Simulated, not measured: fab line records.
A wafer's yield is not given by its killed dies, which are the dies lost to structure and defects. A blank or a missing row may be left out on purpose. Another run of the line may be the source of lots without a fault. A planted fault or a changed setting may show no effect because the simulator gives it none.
Matching of chambers + flow gf180mcu + cmp-01 running GF_CONTACT_CMP_27: 4 sister chambers
The step polishes, stops on SiO2, t overpolish 15 s, target thk 0 nm. 4 wafers are shown with their chamber, then 8 later ones without.

## WAFERS PAIRED WITH THEIR CHAMBERS
| wafer  | chamber | motor-current-A (A) |
|--------|---------|---------------------|
| L677.6 | 1       | 9.6                 |
| L678.5 | 0       | 10.6                |
| L680.3 | 3       | 11.5                |
| L680.4 | 2       | 12.2                |

## WAFERS WITH NO CHAMBER GIVEN
| wafer  | motor-current-A (A) |
|--------|---------------------|
| L680.5 | 11.4                |
| L687.1 | 11.0                |
| L687.3 | 10.0                |
| L689.3 | 11.3                |
| L689.6 | 9.8                 |
| L696.1 | 9.9                 |
| L696.3 | 10.8                |
| L696.4 | 11.3                |

## CHAMBER TAKEN BY EACH
| wafer  | from the rows above     | in truth |
|--------|-------------------------|----------|
| L680.5 | 3                       | 3        |
| L687.1 | can't be placed: 0 or 3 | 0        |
| L687.3 | can't be placed: 1 or 0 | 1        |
| L689.3 | can't be placed: 3 or 0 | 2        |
| L689.6 | 1                       | 1        |
| L696.1 | can't be placed: 1 or 0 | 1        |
| L696.3 | can't be placed: 0 or 3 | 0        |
| L696.4 | can't be placed: 3 or 0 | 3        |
2 of 8 placed correctly. These rows do not allow placing 6 (true chamber among the candidates in 5). Placed wrongly: 0.
How it was worked out, from the rows above alone: a wafer's distance from a chamber is the root of the sum, over the readings, of the square of ((its reading less the chamber's mean) divided by the reading's scatter). The wafer belongs to the nearest chamber; if the next one is less than 2 further off, it can't be placed. Each chamber's mean is taken over the wafers shown for it. The scatter: with one shown wafer a chamber, the root of the mean of the squares of how far each hidden wafer lies from its nearest shown one.
